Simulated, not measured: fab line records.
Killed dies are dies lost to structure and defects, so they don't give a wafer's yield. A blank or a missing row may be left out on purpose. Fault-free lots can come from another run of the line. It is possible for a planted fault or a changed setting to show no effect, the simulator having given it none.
What tool caused it? | flow sky130 | 14 lots with 42 wafers sampled at 2 steps, on a route of 708 steps

WHAT THE GAUGES SHOWED, per wafer
Not one reading of a measure or inspect step in the record can be checked against a usual standard deviation.

TOOL THAT RAN EACH LOT (tool first, then ch and the chambers of the sampled wafers, then the start)
lot  | SKY_VIA3_STRIP_16                    | SKY_PAD_OPEN_PROBE_99
L209 | plasma-asher-01 ch 0, day 39 09:58   | -
L210 | plasma-asher-03 ch 0,1, day 39 14:55 | -
L212 | plasma-asher-04 ch 0,1, day 40 10:59 | -
L215 | plasma-asher-04 ch 0,1, day 41 14:02 | -
L216 | plasma-asher-04 ch 1, day 41 14:59   | prober-02, day 47 09:40
L217 | plasma-asher-01 ch 0,1, day 42 02:28 | -
L218 | plasma-asher-03 ch 0,1, day 42 08:47 | prober-02, day 48 00:42
L220 | plasma-asher-04 ch 0,1, day 42 19:56 | -
L222 | plasma-asher-01 ch 0,1, day 43 04:20 | prober-02, day 48 15:36
L223 | plasma-asher-03 ch 0,1, day 43 13:50 | -
L224 | plasma-asher-04 ch 0,1, day 44 01:59 | prober-01, day 49 08:28
L225 | plasma-asher-01 ch 0,1, day 44 02:08 | prober-02, day 49 08:50
L226 | plasma-asher-01 ch 0,1, day 44 08:38 | -
L229 | plasma-asher-01 ch 1, day 45 11:44   | -
- SKY_VIA3_STRIP_16: strips in O2/N2.
- SKY_PAD_OPEN_PROBE_99

AS READ BY THE TOOLS THEMSELVES (means over the sampled wafers that have a number; for cases with no such wafer, the mark the record gives instead)
SKY_VIA3_STRIP_16. Usual: chamber-pressure-mTorr 1500.0 mTorr, standard deviation 1.3; drypump-motor-current-A 5.7 A, standard deviation 0.54; n2-flow-sccm 299.7 sccm, standard deviation 0.92; oes-product-au 0.401 a.u., standard deviation 0.0045; strip-time-to-endpoint-s 4.122 s, standard deviation 0.022.
lot  | tool            | chamber-pressure-mTorr (mTorr) | drypump-motor-current-A (A) | n2-flow-sccm (sccm) | oes-product-au (a.u.) | strip-time-to-endpoint-s (s) | flag
L209 | plasma-asher-01 | 1500.8                         | 6.4                         | 298.6               | 0.401                 | 4.115                        |
L210 | plasma-asher-03 | 1500.7                         | 5.7                         | 299.8               | 0.400                 | 4.135                        |
L212 | plasma-asher-04 | 1499.9                         | 5.8                         | 299.6               | 0.403                 | 4.114                        |
L215 | plasma-asher-04 | 1499.7                         | 5.8                         | 299.5               | 0.404                 | 4.115                        |
L216 | plasma-asher-04 | 1500.3                         | 5.2                         | 299.8               | 0.403                 | 4.081                        |
L217 | plasma-asher-01 | 1499.2                         | 5.5                         | 299.4               | 0.400                 | 4.100                        |
L218 | plasma-asher-03 | 1499.9                         | 5.8                         | 299.7               | 0.403                 | 4.151                        |
L220 | plasma-asher-04 | 1500.1                         | 5.8                         | 300.9               | 0.401                 | 4.108                        |
L222 | plasma-asher-01 | 1500.5                         | 5.9                         | 299.8               | 0.404                 | 4.113                        |
L223 | plasma-asher-03 | 1499.9                         | 5.7                         | 301.2               | 0.402                 | 4.114                        |
L224 | plasma-asher-04 | -                              | -                           | -                   | -                     | -                            | OFF
L225 | plasma-asher-01 | -                              | -                           | -                   | -                     | -                            | OFF
L226 | plasma-asher-01 | 1499.7                         | 5.9                         | 299.8               | 0.396                 | 4.127                        |
L229 | plasma-asher-01 | 1499.7                         | 5.0                         | 300.5               | 0.401                 | 4.113                        |

SKY_PAD_OPEN_PROBE_99. Usual: defect-limited-yield 82.5 %, standard deviation 1.9; killed_at_M0_to_M3 42, standard deviation 7.4; killed_at_M4_up 3.4, standard deviation 1.8; killed-at-contacts 25, standard deviation 5.4; killed-at-front-end 15, standard deviation 4.4; killed-at-other 0.2, standard deviation 0.52; killed-dies 86, standard deviation 9.3; killed-on-rim 17, standard deviation 3.9; killed-open 47, standard deviation 7.6; killed-short 39, standard deviation 6.5; sort_bin_3_pad_short 0.9 %, standard deviation 0.46; sort_bin_5_function 10.3 %, standard deviation 1.5; sort_bin_6_memory 6.3 %, standard deviation 1.2; sort-n-pass 406, standard deviation 9.3; sort-yield-pct 82.5 %, standard deviation 1.9.
lot  | tool      | defect-limited-yield (%) | killed_at_M0_to_M3 | killed_at_M4_up | killed-at-contacts | killed-at-front-end | killed-at-other | killed-dies | killed-on-rim | killed-open | killed-short | sort_bin_3_pad_short (%) | sort_bin_5_function (%) | sort_bin_6_memory (%) | sort-n-pass | sort-yield-pct (%) | flag
L216 | prober-02 | 82.4                     | 43                 | 4.0             | 28                 | 12                  | 0.0             | 87          | 17            | 47          | 39           | 1.4                      | 9.8                     | 6.4                   | 405         | 82.4               |
L218 | prober-02 | 83.6                     | 41                 | 3.7             | 21                 | 14                  | 0.3             | 80          | 14            | 38          | 42           | 1.0                      | 9.5                     | 5.8                   | 412         | 83.6               |
L222 | prober-02 | 84.1                     | 38                 | 1.3             | 25                 | 14                  | 0.0             | 78          | 16            | 44          | 35           | 0.7                      | 8.2                     | 7.0                   | 414         | 84.1               |
L224 | prober-01 | 0.0                      | 449                | 3.7             | 22                 | 17                  | 0.3             | 492         | 96            | 44          | 39           | 0.8                      | 92.1                    | 7.1                   | 0           | 0.0                | OFF
L225 | prober-02 | 0.0                      | 450                | 4.3             | 24                 | 13                  | 0.3             | 492         | 96            | 49          | 37           | 1.0                      | 92.9                    | 6.1                   | 0           | 0.0                | OFF

THE ANSWER, worked out from the rows above alone
Rule: a lot is off if the mean of its wafers that have a number lies more than 3 standard deviations from the usual mean. Also off: a lot with no number at a reading for which 4 or more lots have one. Any other lot the step has rows for is counted as sound. After the gauges, taken in route order, come the tools' own readings; for these a lot's mean is taken, as printed above. The first step at which some lot is off is used, and at that step the reading that is off furthest; a lot without a number counts as furthest.
Off: L224, L225 (SKY_VIA3_STRIP_16, chamber-pressure-mTorr). Without a number there: L224, L225.
If a tool, at that step or one of the process steps before it, ran each lot that is off and ran no sound lot following the first of them, it fits. None of those tried fits.

WHAT THE SIMULATOR PUT IN
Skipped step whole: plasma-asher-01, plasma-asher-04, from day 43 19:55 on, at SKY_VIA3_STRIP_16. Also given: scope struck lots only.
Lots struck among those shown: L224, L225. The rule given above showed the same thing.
